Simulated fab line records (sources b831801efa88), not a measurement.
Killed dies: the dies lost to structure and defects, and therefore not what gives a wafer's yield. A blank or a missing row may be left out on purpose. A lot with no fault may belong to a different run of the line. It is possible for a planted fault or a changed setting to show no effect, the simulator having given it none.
fab line records    flow sky130
[record] lots = 12  wafers = 36  lastDay = 50
route steps=708 shown POLY_GATE@227 LDD_HVN@274 SPACER@304 PAD_OPEN@708
lots untouched by any fault: they come from a run of this same line in which no faults occurred
startH: the number of hours between the record's first day and the start of the first shown wafer of the lot    waitH: how many hours have passed since the lot's step before this one    " unchanged from the row above    L1.1+2: a single row standing in for several wafers    - no value, or no start given    * or withheld: withheld    < > ~ a bound
route shown NAME@n: NAME is a module with steps in the file, n the number in the route of the first one    usual: the fault-free wafers' mean and standard deviation    same: alike in all rows    chamber/n: place in a boat    sites: the reading at each site    _std_site: their standard deviation    _edge_site: the outer-site mean with the inner-site mean subtracted    radiusMm: for every site, how far away it sits from the centre of the wafer    mask NAME#n: copy n    behind: tool/chamber where the wafer was last shaped    hold: why the lot was held/for how many hours/how that ended    device: whichever transistor did not switch (one of n, p or np)    end of line: the same wafers' tests at the end of the route    where a step has no rows: the recipe by itself    killed: dies lost to structure and defects at the first sort, not the wafer's yield    map: a wafer's dies, x killed, . not, _ none there
set.NAME: the setting as run; set.NAME@STEP: as run at that earlier step    model.NAME: the simulator's own value behind a step, which no gauge read
a sample of lots followed through the steps of the route, with each step as a table and each wafer as a row
services: a tool's chamber out of use, with start hour (startH, from the record's first day; less than 0 if before it), hours out, and reason
[[steps]]
[step SKY_POLY_GATE_CD_MEAS_13]
[recipe] targetCdNm = 150
[usual] cdNm = 150.1/1.3
lot.wafer  tool      chamber  startH  waitH  cdNm
L928.2     cdSem-02  -        363.18  -      148.7
L928.5     "         -        "       "      149.7
L928.6     "         -        "       "      148.3
L930.3     cdSem-02  -        378.65  -      151.3
L930.4     "         -        "       "      149.6
L930.5     "         -        "       "      150.0
L931.1     cdSem-02  -        386.01  -      150.8
L931.3     "         -        "       "      151.9
L931.4     "         -        "       "      151.2
L932.1     cdSem-01  -        393.21  -      152.2
L932.2     "         -        "       "      150.6
L932.5     "         -        "       "      152.1
L933.1     cdSem-02  -        403.66  -      148.0
L933.2     "         -        "       "      147.8
L933.3     "         -        "       "      147.0
L934.1     cdSem-02  -        413.71  -      152.1
L934.2     "         -        "       "      152.0
L934.6     "         -        "       "      151.3
L935.1     cdSem-01  -        428.61  -      150.4
L935.2     "         -        "       "      150.3
L935.5     "         -        "       "      151.3
L944.1     cdSem-01  -        509.71  -      150.9
L944.3     "         -        "       "      149.6
L944.5     "         -        "       "      150.3
L945.1     cdSem-01  -        514.31  -      152.2
L945.2     "         -        "       "      151.1
L945.5     "         -        "       "      151.3
L946.2     cdSem-01  -        534.23  -      152.9
L946.3     "         -        "       "      152.5
L946.6     "         -        "       "      151.1
L949.2     cdSem-01  -        547.13  -      151.8
L949.4     "         -        "       "      149.8
L949.5     "         -        "       "      152.0
L950.1     cdSem-01  -        556.26  -      150.2
L950.3     "         -        "       "      150.0
L950.5     "         -        "       "      150.4
[step SKY_LDD_HVN_OVL_MEAS_07]
[usual] LDD_HVN_OVL = -0.7/1.4
lot.wafer  tool        chamber  startH  waitH  LDD_HVN_OVL[nm]
L928.2     overlay-02  -        455.17  0.1    -1.3
L928.5     "           -        "       "      -0.1
L928.6     "           -        "       "      0.9
L930.3     overlay-01  -        471.57  0.1    0.4
L930.4     "           -        "       "      0.0
L930.5     "           -        "       "      0.0
L931.1     overlay-01  -        482.81  0.1    -2.7
L931.3     "           -        "       "      -1.0
L931.4     "           -        "       "      -2.4
L932.1     overlay-02  -        491.51  0.1    -0.8
L932.2     "           -        "       "      -0.5
L932.5     "           -        "       "      -1.9
L933.1     overlay-02  -        500.86  0.1    0.7
L933.2     "           -        "       "      0.9
L933.3     "           -        "       "      1.9
L934.1     overlay-02  -        511.20  0.1    -1.5
L934.2     "           -        "       "      -0.9
L934.6     "           -        "       "      -1.0
L935.1     overlay-01  -        524.86  0.1    1.5
L935.2     "           -        "       "      1.8
L935.5     "           -        "       "      0.2
L944.1     overlay-01  -        601.11  0.1    -0.2
L944.3     "           -        "       "      -0.5
L944.5     "           -        "       "      -0.2
L945.1     overlay-01  -        606.31  0.1    -0.6
L945.2     "           -        "       "      -0.7
L945.5     "           -        "       "      -1.6
L946.2     overlay-01  -        625.77  0.1    -2.9
L946.3     "           -        "       "      -1.8
L946.6     "           -        "       "      -1.7
L949.2     overlay-02  -        636.97  0.1    1.2
L949.4     "           -        "       "      0.7
L949.5     "           -        "       "      0.5
L950.1     overlay-01  -        646.96  0.1    -0.2
L950.3     "           -        "       "      0.7
L950.5     "           -        "       "      -0.7
[step SKY_LDD_HVN_TW_MEAS_10]
[usual] LDD_HVN_TW = 1450/14
lot.wafer  tool          chamber  startH  waitH  LDD_HVN_TW
L928.2     filmMetro-02  -        455.46  0.1    1440
L928.5     "             -        "       "      1441
L928.6     "             -        "       "      1438
L930.3     filmMetro-01  -        471.86  0.1    1411
L930.4     "             -        "       "      1424
L930.5     "             -        "       "      1417
L931.1     filmMetro-02  -        483.10  0.1    1449
L931.3     "             -        "       "      1449
L931.4     "             -        "       "      1446
L932.1     filmMetro-02  -        491.80  0.1    1450
L932.2     "             -        "       "      1447
L932.5     "             -        "       "      1444
L933.1     filmMetro-02  -        501.15  0.1    1450
L933.2     "             -        "       "      1452
L933.3     "             -        "       "      1453
L934.1     filmMetro-03  -        511.49  0.1    1465
L934.2     "             -        "       "      1460
L934.6     "             -        "       "      1463
L935.1     filmMetro-01  -        525.15  0.1    1419
L935.2     "             -        "       "      1422
L935.5     "             -        "       "      1420
L944.1     filmMetro-03  -        601.40  0.1    1461
L944.3     "             -        "       "      1452
L944.5     "             -        "       "      1454
L945.1     filmMetro-02  -        606.60  0.1    1447
L945.2     "             -        "       "      1454
L945.5     "             -        "       "      1448
L946.2     filmMetro-02  -        626.06  0.1    1440
L946.3     "             -        "       "      1439
L946.6     "             -        "       "      1442
L949.2     filmMetro-03  -        637.26  0.1    1470
L949.4     "             -        "       "      1463
L949.5     "             -        "       "      1459
L950.1     filmMetro-01  -        647.25  0.1    1436
L950.3     "             -        "       "      1439
L950.5     "             -        "       "      1428
[step SKY_SPACER_CVD_00]
[recipe] material = Si3N4  precursor = DCS/NH3  targetThkNm = 43.1  tempC = 770  timeS = 740  pressureMtorr = 250
[usual] spikeTcCentreC = 769.7/1.2
lot.wafer  tool      chamber  startH  waitH  spikeTcCentreC
L928.2     lpcvd-02  0        518.20  0.0    770.6
L928.5     "         0        "       "      771.6
L928.6     "         0        "       "      768.7
L930.3     lpcvd-02  1        534.82  1.0    768.6
L930.4     "         1        "       "      771.8
L930.5     "         1        "       "      769.7
L931.1     lpcvd-02  1        545.05  0.3    769.8
L931.3     "         1        "       "      772.8
L931.4     "         1        "       "      771.2
L932.1     lpcvd-02  1        554.33  0.0    767.3
L932.2     "         1        "       "      770.4
L932.5     "         1        "       "      770.4
L933.1     lpcvd-02  0        562.79  0.1    771.2
L933.2     "         0        "       "      769.8
L933.3     "         0        "       "      768.1
L934.1     lpcvd-02  1        571.84  0.4    767.6
L934.2     "         1        "       "      768.2
L934.6     "         1        "       "      770.8
L935.1     lpcvd-02  0        586.49  1.0    768.1
L935.2     "         0        "       "      770.8
L935.5     "         0        "       "      770.2
L944.1     lpcvd-02  0        660.73  0.7    769.2
L944.3     "         0        "       "      770.0
L944.5     "         0        "       "      773.3
L945.1     lpcvd-02  0        664.57  1.1    769.5
L945.2     "         0        "       "      770.8
L945.5     "         0        "       "      768.9
L946.2     lpcvd-02  1        685.67  1.0    770.3
L946.3     "         1        "       "      769.6
L946.6     "         1        "       "      771.3
L949.2     lpcvd-02  1        695.43  1.0    769.2
L949.4     "         1        "       "      771.2
L949.5     "         1        "       "      769.3
L950.1     lpcvd-02  0        704.50  0.0    769.5
L950.3     "         0        "       "      771.0
L950.5     "         0        "       "      768.6
[step SKY_SPACER_THK_MEAS_01]
[recipe] reads = Si3N4_of_SPACER_CVD_00
[usual] SPACER_CVD_00_THK = 43.1/0.39
lot.wafer  tool          chamber  startH  waitH  SPACER_CVD_00_THK[nm]
L928.2     filmMetro-02  -        519.42  0.0    43.5
L928.5     "             -        "       "      43.4
L928.6     "             -        "       "      43.3
L930.3     filmMetro-02  -        536.05  0.0    42.6
L930.4     "             -        "       "      42.9
L930.5     "             -        "       "      43.1
L931.1     filmMetro-04  -        546.26  0.0    43.6
L931.3     "             -        "       "      43.7
L931.4     "             -        "       "      43.6
L932.1     filmMetro-04  -        555.53  0.0    43.3
L932.2     "             -        "       "      43.2
L932.5     "             -        "       "      43.1
L933.1     filmMetro-02  -        563.99  0.0    43.0
L933.2     "             -        "       "      43.1
L933.3     "             -        "       "      43.2
L934.1     filmMetro-02  -        573.04  0.0    40.1
L934.2     "             -        "       "      39.6
L934.6     "             -        "       "      39.5
L935.1     filmMetro-02  -        587.69  0.0    39.2
L935.2     "             -        "       "      40.1
L935.5     "             -        "       "      40.0
L944.1     filmMetro-01  -        662.54  0.0    43.4
L944.3     "             -        "       "      43.2
L944.5     "             -        "       "      43.5
L945.1     filmMetro-01  -        666.38  0.0    42.4
L945.2     "             -        "       "      42.1
L945.5     "             -        "       "      42.5
L946.2     filmMetro-02  -        686.89  0.0    42.9
L946.3     "             -        "       "      42.7
L946.6     "             -        "       "      42.7
L949.2     filmMetro-02  -        696.64  0.0    42.9
L949.4     "             -        "       "      42.7
L949.5     "             -        "       "      42.5
L950.1     filmMetro-01  -        705.71  0.0    43.3
L950.3     "             -        "       "      43.4
L950.5     "             -        "       "      43.1
[step SKY_SPACER_ETCHBACK_02]
[recipe] chemistry = CH3F/O2  target = Si3N4  stopOn = SiO2  sourceW = 400  biasW = 80  pressureMtorr = 25  ch3fFlowSccm = 40  O2_flow_sccm = 30  timeS = 46.7  targetDepthA = 450
[usual] chamberPressureMTorr = 24.998/0.022  drypumpMotorCurrentA = 5.8/0.36  oesProductAu = 0.855/0.0063  throttleValvePct = 10.563/0.0099
lot.wafer  tool        chamber  startH  waitH  chamberPressureMTorr  drypumpMotorCurrentA  oesProductAu  rfHoursCounterH  throttleValvePct
L928.2     rieDiel-02  2        519.47  0.0    24.997                6.4                   0.867         8                10.550
L928.5     "           3        "       "      24.974                5.7                   0.857         -                10.564
L928.6     "           0        "       "      25.025                5.2                   0.857         -                10.572
L930.3     rieDiel-04  0        536.09  0.0    24.984                5.7                   0.848         37               10.549
L930.4     "           2        "       "      24.978                6.2                   0.851         0                10.562
L930.5     "           2        "       "      24.954                6.2                   0.861         -                10.560
L931.1     rieDiel-04  2        546.32  0.1    25.007                6.2                   0.866         1                10.579
L931.3     "           0        "       "      24.980                5.8                   0.858         37               10.565
L931.4     "           1        "       "      25.003                6.1                   0.862         4                10.548
L932.1     rieDiel-04  2        555.59  0.1    25.064                6.2                   0.858         1                10.562
L932.2     "           3        "       "      25.025                5.6                   0.859         16               10.560
L932.5     "           1        "       "      24.979                6.1                   0.863         -                10.576
L933.1     rieDiel-03  1        564.05  0.1    25.025                6.3                   0.849         8                10.558
L933.2     "           2        "       "      24.996                5.7                   0.857         4                10.573
L933.3     "           3        "       "      25.018                5.6                   0.857         12               10.537
L934.1     rieDiel-04  1        573.10  0.1    24.979                6.1                   0.820         4                10.562
L934.2     "           3        "       "      24.988                5.6                   0.819         16               10.553
L934.6     "           1        "       "      24.958                6.1                   0.813         -                10.550
L935.1     rieDiel-02  2        587.75  0.1    25.010                6.4                   0.812         9                10.547
L935.2     "           1        "       "      24.997                5.7                   0.825         8                10.570
L935.5     "           0        "       "      24.988                5.2                   0.821         -                10.557
L944.1     rieDiel-04  1        662.60  0.1    24.944                6.1                   0.861         5                10.558
L944.3     "           2        "       "      25.028                6.2                   0.858         2                10.566
L944.5     "           0        "       "      25.018                5.7                   0.857         -                10.570
L945.1     rieDiel-02  3        666.44  0.1    24.998                5.7                   0.851         1                10.555
L945.2     "           1        "       "      24.931                5.8                   0.848         9                10.549
L945.5     "           0        "       "      24.995                5.2                   0.843         -                10.576
L946.2     rieDiel-02  0        686.94  0.0    24.988                5.2                   0.854         18               10.570
L946.3     "           3        "       "      25.006                5.7                   0.853         1                10.560
L946.6     "           1        "       "      24.982                5.7                   0.848         -                10.575
L949.2     rieDiel-04  2        696.69  0.0    25.003                6.2                   0.850         3                10.571
L949.4     "           3        "       "      24.971                5.6                   0.847         18               10.549
L949.5     "           3        "       "      24.998                5.6                   0.842         -                10.575
L950.1     rieDiel-02  1        705.77  0.1    24.987                5.7                   0.857         10               10.576
L950.3     "           2        "       "      25.037                6.4                   0.858         12               10.569
L950.5     "           1        "       "      25.028                5.8                   0.852         -                10.567
[step SKY_PAD_OPEN_PROBE_99]
[usual] killed_at_M0_to_M3 = 42/6.6  killed_at_M4_up = 3.0/1.8  killedAtContacts = 25/5.1  killedAtFrontEnd = 15/4.4  killedAtOther = 0.3/0.56  killedDies = 86/8.6  killedOpen = 47/6.9  killedShort = 38/6
[same] grossDies = 492  killedAtBackSide = 0
lot.wafer  tool       chamber  startH   waitH  killed_at_M0_to_M3  killed_at_M4_up  killedAtContacts  killedAtFrontEnd  killedAtOther  killedDies  killedOpen  killedShort
L931.1     prober-02  -        1087.36  0.1    37                  3                25                20                0              85          44          41
L931.3     prober-02  -        1087.46  0.2    34                  2                45                14                0              95          61          34
L931.4     prober-02  -        1087.51  0.2    45                  3                31                7                 0              86          41          45
L932.1     prober-01  -        1097.57  0.1    50                  6                32                16                0              104         56          48
L932.2     prober-01  -        1097.62  0.1    43                  3                24                13                1              84          40          44
L932.5     prober-01  -        1097.77  0.2    40                  5                24                8                 0              77          37          39
L935.1     prober-02  -        1117.53  0.1    44                  1                23                11                1              80          48          32
L935.2     prober-02  -        1117.58  0.1    32                  3                29                12                0              76          32          44
L935.5     prober-02  -        1117.73  0.2    49                  2                31                17                0              99          55          44
L944.1     prober-01  -        1165.99  0.1    39                  1                22                17                0              79          44          35
L944.3     prober-01  -        1166.09  0.2    47                  2                27                19                0              95          55          38
L944.5     prober-01  -        1166.19  0.2    49                  2                21                16                0              88          41          46
L946.2     prober-01  -        1180.70  0.1    48                  3                29                15                0              95          53          40
L946.3     prober-01  -        1180.75  0.2    46                  4                31                9                 0              90          55          34
L946.6     prober-01  -        1180.90  0.2    54                  4                28                17                1              104         54          49
L950.1     prober-01  -        1194.63  0.1    47                  4                17                15                0              83          52          31
L950.3     prober-01  -        1194.73  0.2    41                  2                23                13                0              79          42          37
L950.5     prober-01  -        1194.83  0.2    44                  3                29                12                2              90          48          42
// killed by level:class
L931.1 VIA1:geometricParticle:open=11 CONTACT:geometricParticle:open=10 FIELD_ISO:geometricParticle:short=7 POLY_GATE:geometricParticle:short=6 VIA2:geometricParticle:open=6 LI_CONTACT:geometricParticle:open=5 LOCAL_INTERCONNECT:geometricParticle:short=5 METAL2:geometricParticle:short=5
L931.3 CONTACT:geometricParticle:open=18 LI_CONTACT:geometricParticle:open=16 VIA2:geometricParticle:open=7 METAL1:geometricParticle:short=5 POLY_GATE:geometricParticle:open=4 POLY_GATE:geometricParticle:short=4 LOCAL_INTERCONNECT:geometricParticle:open=3 SPACER:geometricParticle:open=3
L931.4 VIA1:geometricParticle:open=11 CONTACT:geometricParticle:open=10 VIA1:geometricParticle:short=8 METAL2:geometricParticle:short=7 LI_CONTACT:geometricParticle:open=6 CONTACT:geometricParticle:short=6 METAL1:geometricParticle:short=5 LI_CONTACT:geometricParticle:short=4
L932.1 CONTACT:geometricParticle:open=12 VIA2:geometricParticle:open=8 LI_CONTACT:geometricParticle:open=7 LOCAL_INTERCONNECT:geometricParticle:short=7 METAL2:geometricParticle:short=7 POLY_GATE:geometricParticle:open=6 METAL3:geometricParticle:short=6 VIA3:geometricParticle:open=6
L932.2 CONTACT:geometricParticle:open=8 VIA2:geometricParticle:open=8 VIA1:geometricParticle:open=8 VIA3:geometricParticle:open=7 CONTACT:geometricParticle:short=6 FIELD_ISO:geometricParticle:short=5 LOCAL_INTERCONNECT:geometricParticle:short=5 METAL1:geometricParticle:short=4
L932.5 LI_CONTACT:geometricParticle:open=10 METAL1:geometricParticle:short=8 VIA1:geometricParticle:open=7 METAL2:geometricParticle:short=6 CONTACT:geometricParticle:open=5 VIA2:geometricParticle:short=5 LOCAL_INTERCONNECT:geometricParticle:short=4 METAL2:geometricParticle:open=4
L935.1 VIA1:geometricParticle:open=12 VIA2:geometricParticle:open=10 CONTACT:geometricParticle:open=9 LI_CONTACT:geometricParticle:open=7 FIELD_ISO:geometricParticle:short=5 LOCAL_INTERCONNECT:geometricParticle:short=4 VIA2:geometricParticle:short=4 CONTACT:geometricParticle:short=3
L935.2 METAL2:geometricParticle:short=9 LI_CONTACT:geometricParticle:short=7 LI_CONTACT:geometricParticle:open=7 CONTACT:geometricParticle:open=7 VIA2:geometricParticle:open=5 FIELD_ISO:geometricParticle:open=4 LOCAL_INTERCONNECT:geometricParticle:short=4 METAL1:geometricParticle:short=4
L935.5 VIA1:geometricParticle:open=13 CONTACT:geometricParticle:open=10 LI_CONTACT:geometricParticle:open=8 METAL1:geometricParticle:short=7 POLY_GATE:geometricParticle:open=5 METAL2:geometricParticle:short=5 VIA3:geometricParticle:open=5 FIELD_ISO:geometricParticle:open=4
L944.1 VIA1:geometricParticle:open=10 CONTACT:geometricParticle:open=8 LI_CONTACT:geometricParticle:open=6 METAL2:geometricParticle:short=6 METAL1:geometricParticle:short=5 POLY_GATE:geometricParticle:short=4 SPACER:geometricParticle:open=4 CONTACT:geometricParticle:short=4
L944.3 CONTACT:geometricParticle:open=10 VIA1:geometricParticle:open=10 LI_CONTACT:geometricParticle:open=9 VIA1:geometricParticle:short=7 VIA2:geometricParticle:open=7 METAL1:geometricParticle:short=6 VIA3:geometricParticle:open=6 FIELD_ISO:geometricParticle:open=5
L944.5 VIA1:geometricParticle:open=11 CONTACT:geometricParticle:open=11 METAL1:geometricParticle:short=10 METAL2:geometricParticle:short=9 VIA1:geometricParticle:short=7 POLY_GATE:geometricParticle:short=6 LI_CONTACT:geometricParticle:open=4 VIA2:geometricParticle:open=4
L946.2 CONTACT:geometricParticle:open=15 VIA1:geometricParticle:open=12 METAL1:geometricParticle:short=9 VIA2:geometricParticle:open=9 CONTACT:geometricParticle:short=7 FIELD_ISO:geometricParticle:open=6 METAL2:geometricParticle:short=6 VIA3:geometricParticle:open=4
L946.3 VIA2:geometricParticle:open=14 CONTACT:geometricParticle:open=13 VIA1:geometricParticle:open=10 CONTACT:geometricParticle:short=8 LI_CONTACT:geometricParticle:open=5 FIELD_ISO:geometricParticle:open=4 METAL1:geometricParticle:short=4 METAL2:geometricParticle:short=4
L946.6 VIA1:geometricParticle:open=10 LI_CONTACT:geometricParticle:open=9 CONTACT:geometricParticle:short=9 VIA2:geometricParticle:open=9 CONTACT:geometricParticle:open=8 METAL1:geometricParticle:short=7 VIA1:geometricParticle:short=7 FIELD_ISO:geometricParticle:short=5
L950.1 VIA1:geometricParticle:open=14 VIA2:geometricParticle:open=11 CONTACT:geometricParticle:open=6 POLY_GATE:geometricParticle:open=6 VIA3:geometricParticle:open=6 LOCAL_INTERCONNECT:geometricParticle:short=5 METAL2:geometricParticle:short=5 FIELD_ISO:geometricParticle:open=4
L950.3 CONTACT:geometricParticle:open=11 VIA3:geometricParticle:open=7 VIA1:geometricParticle:open=6 VIA1:geometricParticle:short=6 LOCAL_INTERCONNECT:geometricParticle:short=5 METAL2:geometricParticle:short=5 VIA2:geometricParticle:open=5 POLY_GATE:geometricParticle:short=4
L950.5 VIA1:geometricParticle:open=11 CONTACT:geometricParticle:open=9 VIA3:geometricParticle:open=8 CONTACT:geometricParticle:short=8 VIA2:geometricParticle:short=6 VIA2:geometricParticle:open=5 POLY_GATE:geometricParticle:short=4 LI_CONTACT:geometricParticle:open=4
[[services]]
tool        chamber  startH  hours  kind
rieDiel-04  1        499.00  10.8   repair
rieDiel-02  -        545.48  0.4    repair
rieDiel-04  -        557.84  1.0    repair
lpcvd-02    -        571.11  0.7    repair
rieDiel-02  3        613.18  12.4   repair
rieDiel-04  -        621.68  0.1    repair
lpcvd-02    -        622.10  6.0    pm
rieDiel-02  3        625.60  -      clean
rieDiel-02  3        625.60  12.8   scheduledDown
rieDiel-02  3        625.60  12.8   ventCycle
rieDiel-04  -        630.53  2.8    pm
rieDiel-02  2        663.51  6.9    repair
rieDiel-03  0        688.80  -      clean
rieDiel-03  0        688.80  16.6   scheduledDown
rieDiel-03  0        688.80  16.6   ventCycle
rieDiel-03  2        694.78  5.4    repair
[[key]]
[firstSign] step = SKY_SPACER_THK_MEAS_01  reading = SPACER_CVD_00_THK  direction = down  sigmas = 8.7  usual = 43.1  struck = 39.7
[effect] step = SKY_SPACER_ETCHBACK_02  reading = oesProductAu  direction = down  sigmas = 5.8  usual = 0.855  struck = 0.818
metAt SKY_SPACER_CVD_00
struckLots L934,L935
testerLeftOut L934,L935
notActingAt SKY_POLY_GATE_CD_MEAS_13,SKY_LDD_HVN_OVL_MEAS_07,SKY_LDD_HVN_TW_MEAS_10
onsetBetween 562.79 571.84
[fault] kind = processParameterDrift  tool = lpcvd-02  chamber = -  onsetH = 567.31  steps = SKY_SPACER_CVD_00  channel = targetThkNm  offset = -3.4636  shape = step  endH = 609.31  actsIn = theseRecipesOnly  stated = 43.1
// testerLeftOut: of these lots the tester's yield and bins aren't shown, on N5 and GAA mostly nor the transistor test; their killed dies are dies lost to structure and defects alone, not to doping, threshold or leakage, so they don't give the yield
